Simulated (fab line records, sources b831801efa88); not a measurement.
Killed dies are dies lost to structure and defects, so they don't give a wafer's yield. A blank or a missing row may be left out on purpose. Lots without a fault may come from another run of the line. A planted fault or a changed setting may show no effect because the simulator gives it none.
A struck lot beside a sound one | flow sky130 | 35 steps out of a route of 708
Sound: wafers L998.2, L998.4, L998.6. Struck: wafer L102.1. (L102.2, L102.4 of the same lot were not struck and are left out.) The cause comes at the end.
At each step with rows: each side's tool, then ch and its chambers, then its first start. Under that, the readings that differ: sound wafers | struck wafers | difference of the means | sigmas: that difference in standard deviations of wafers without a fault.
alike: readings whose means differ by less than 2 such deviations, and words and numbers that are the same on both sides. not compared: withheld readings, readings that some wafer has no value for, bounds like >300 that may hide the same value, and numbers for which the record gives no deviation and whose values overlap.
The two part at a step that has a row with sigmas, a row that says differs or no value, or rows on one side only. Numbers that don't overlap but have no deviation are shown without sigmas and don't part them. A reading that every wafer of one side lacks parts them only if that side has two wafers or more.

first, 6 steps without rows for these wafers: SKY_METAL5_HMDS_08 (prime time 60 s); SKY_METAL5_COAT_09 (resist thk 1800 nm); SKY_METAL5_SOFTBAKE_10 (time 60 s); SKY_METAL5_EXPOSE_11 (exposes mask MM5, target cd 1600 nm); SKY_METAL5_PEB_12; SKY_METAL5_DEVELOP_13 (develop time 60 s).
SKY_METAL5_DESCUM_14: chemistry O2, time 11 s.
  sound on rie_metal-02 ch 0, day 46 23:47; struck on rie_metal-03 ch 0, day 48 01:07
  reading               | sound             | struck | difference | sigmas
  oes_product_au (a.u.) | 1.020 1.031 1.025 | 0.995  | -0.030     | -2
  alike: drypump_motor_current_A
  not compared: rf_hours_counter_h
SKY_METAL5_METAL_ETCH_15: etches the open film in Cl2/BCl3, stops on SiO2, target depth 1260 nm, time 252 s.
  sound on rie_metal-02 ch 0, day 46 23:50; struck on rie_metal-03 ch 0, day 48 01:10
  alike: drypump_motor_current_A, oes_product_au, throttle_valve_pct
  not compared: rf_hours_counter_h
SKY_METAL5_STRIP_16: strips in O2/N2.
  sound on plasma_asher-02 ch 0,1, day 47 00:04; struck on plasma_asher-02 ch 0, day 48 01:23
  alike: drypump_motor_current_A, oes_product_au, strip_time_to_endpoint_s
  not compared: rf_hours_counter_h
then, 3 steps without rows for these wafers: SKY_METAL5_STRIP_17 (strips in post etch residue remover, time 1200 s); SKY_METAL5_CLEAN_18 (cleans in IPA, time 180 s); SKY_METAL5_CLEAN_19 (cleans in O3/DIW).
SKY_PASSIVATION_CVD_00: deposits SiO2, target thk 90 nm.
  sound on pecvd-02 ch 0,1,2, day 47 01:01; struck on pecvd-01 ch 2, day 48 01:59
  reading                                      | sound            | struck | difference | sigmas
  model.SiO2_of_PASSIVATION_CVD_00.thk_nm (nm) | 89.9 90.35 90.26 | 132.3  | +42.1      |
  alike: heater_power_w, susceptor_temp_C
SKY_PASSIVATION_THK_MEAS_01:
  sound on film_metro-04, day 47 01:02; struck on film_metro-02, day 48 02:00
  reading                     | sound          | struck | difference | sigmas
  PASSIVATION_CVD_00_THK (nm) | 89.9 90.4 90.3 | 132.3  | +42.1      | +32
SKY_PASSIVATION_CVD_02: deposits Si3N4, target thk 540 nm.
  sound on pecvd-03 ch 0,2, day 47 01:05; struck on pecvd-03 ch 0, day 48 02:04
  alike: heater_power_w, susceptor_temp_C
SKY_PASSIVATION_THK_MEAS_03:
  sound on film_metro-02, day 47 01:20; struck on film_metro-04, day 48 02:17
  alike: PASSIVATION_CVD_02_THK
then, 16 steps without rows for these wafers: SKY_PASSIVATION_DEHYDRATE_04 (time 60 s); SKY_PASSIVATION_HMDS_05 (prime time 60 s); SKY_PASSIVATION_COAT_06 (resist thk 3000 nm); SKY_PASSIVATION_SOFTBAKE_07; SKY_PASSIVATION_EXPOSE_08 (exposes mask NSM, target cd 3000 nm); SKY_PASSIVATION_PEB_09; SKY_PASSIVATION_DEVELOP_10 (develop time 60 s); SKY_PASSIVATION_ETCH_11 (etches the open film in CF4/O2, stops on AlCu, target depth 725 nm, time 161.1 s); SKY_PASSIVATION_STRIP_12 (strips in O2/N2); SKY_PAD_OPEN_DEHYDRATE_00 (time 60 s); SKY_PAD_OPEN_HMDS_01 (prime time 60 s); SKY_PAD_OPEN_COAT_02 (resist thk 3000 nm); SKY_PAD_OPEN_SOFTBAKE_03; SKY_PAD_OPEN_EXPOSE_04 (exposes mask PDM, target cd 60000 nm); SKY_PAD_OPEN_PEB_05; SKY_PAD_OPEN_DEVELOP_06 (develop time 60 s).
SKY_PAD_OPEN_ETCH_07: etches the open film in CF4/O2, stops on AlCu, target depth 725 nm, time 161.1 s.
  sound on rie_diel-01 ch 0,1,2, day 48 16:14; struck on rie_diel-03 ch 2, day 49 14:44
  reading                              | sound             | struck | difference | sigmas
  drypump_motor_current_A (A)          | 6.5 5.4 6.5       | 5.0    | -1.1       | -2
  oes_product_au (a.u.)                | 0.983 0.966 0.977 | 0.997  | +0.022     | +3
  model.PAD_OPEN.feature_depth_nm (nm) | 703.8 697.7 712.8 | 734.6  | +29.8      |
  model.etch.depth_nm (nm)             | 703.8 697.7 712.8 | 734.6  | +29.8      |
  alike: throttle_valve_pct
  not compared: rf_hours_counter_h
SKY_PAD_OPEN_STRIP_08: strips in O2/N2.
  sound on plasma_asher-01 ch 0,1, day 48 16:21; struck on plasma_asher-01 ch 0, day 49 14:50
  alike: drypump_motor_current_A, oes_product_au
  not compared: rf_hours_counter_h
then, 1 step without rows for these wafers: SKY_PAD_OPEN_PROBE_99.

WHERE THEY PART
First at SKY_METAL5_DESCUM_14; last, within this record, at SKY_PAD_OPEN_ETCH_07. Later steps at which nothing parts them and some readings are alike: SKY_PAD_OPEN_STRIP_08.

WHY: what the simulator had put in
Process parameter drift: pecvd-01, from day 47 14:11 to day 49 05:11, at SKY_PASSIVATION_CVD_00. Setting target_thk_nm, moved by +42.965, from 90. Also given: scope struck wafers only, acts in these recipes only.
